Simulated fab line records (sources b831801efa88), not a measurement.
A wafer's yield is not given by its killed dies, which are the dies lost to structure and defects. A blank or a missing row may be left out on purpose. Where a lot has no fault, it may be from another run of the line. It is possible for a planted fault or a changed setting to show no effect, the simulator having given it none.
Problem report, 8D (eight disciplines) form, completed by code + flow gf180mcu + the parts of the form that need people (team, actions taken, sign-off) are left out

1. THE PROBLEM
Mean of faraday_current_uA at GF_HV_LDD_IMPLANT_34: 47.0 across 5 wafers in 2 lots; on wafers with no fault it is 42.4 (standard deviation 0.86). That puts it +5.4 standard deviations away from the usual mean.
The first sign was on wafer L787.2 at day 14 03:10, on implanter-03. The record has a number at this step for 17 wafers belonging to 6 lots. Rule for "out" (also "out of limits"): further than 4 standard deviations from the usual mean. The rest of the wafers with a number are treated as sound.

2. WHAT IT IS AND WHAT IT IS NOT
| question                    | is                            | is not                                                                         |
|-----------------------------|-------------------------------|--------------------------------------------------------------------------------|
| which readings at this step | faraday_current_uA, beam_on_s | dose_ions_cm2, end_station_pressure_torr                                       |
| which lots                  | L787, L789                    | L780, L788, L801, L802                                                         |
| which wafers of those lots  | all that have a number        | -                                                                              |
| read on which tools         | implanter-03                  | implanter-01, implanter-04                                                     |
| when                        | from day 14 03:10             | up to then (3 sound wafers); but 9 sound wafers of L788, L801, L802 came after |

3. SUSPECTS, AND WHAT RULES EACH OUT
Counting: any tool at a process step up to the reading is kept as a suspect provided that every lot that is out went through it and no sound lot did after the first of them.
- implanter-03 at GF_HV_LDD_IMPLANT_34: ruled out as a lasting fault. Sound lots L802 ran on it after its first lot that is out, L787 (day 14 03:10).
Left after counting: nothing in the record.

4. THE CAUSE (what the simulator had put in)
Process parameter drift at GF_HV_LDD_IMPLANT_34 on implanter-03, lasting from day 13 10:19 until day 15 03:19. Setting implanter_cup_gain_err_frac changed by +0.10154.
Counting ruled it out, wrongly.

5. SEQUENCE OF EFFECTS, ordered by route
Rows list readings where the struck wafers' mean (over those with a number) sits beyond 3 standard deviations from the usual. Scope: only readings with a usual standard deviation given in the record; hours: median across lots of the time from each lot's start at the first step in this table that gives one to its start at this step; sigmas: change in usual standard deviations.
| hours | step                 | reading            | usual  | on struck wafers | change | sigmas |
|-------|----------------------|--------------------|--------|------------------|--------|--------|
| 0     | GF_HV_LDD_IMPLANT_34 | beam_on_s          | 9.98 s | 8.99             | -0.99  | -4.7   |
| 0     | GF_HV_LDD_IMPLANT_34 | faraday_current_uA | 42.4   | 47.0             | +4.6   | +5.4   |
It contains these process steps:
- GF_HV_LDD_IMPLANT_34

6. WHAT WOULD HAVE CAUGHT IT SOONER
The fault began at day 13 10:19; the first out-of-limits reading in this record came at day 14 03:10, 17 hours later.
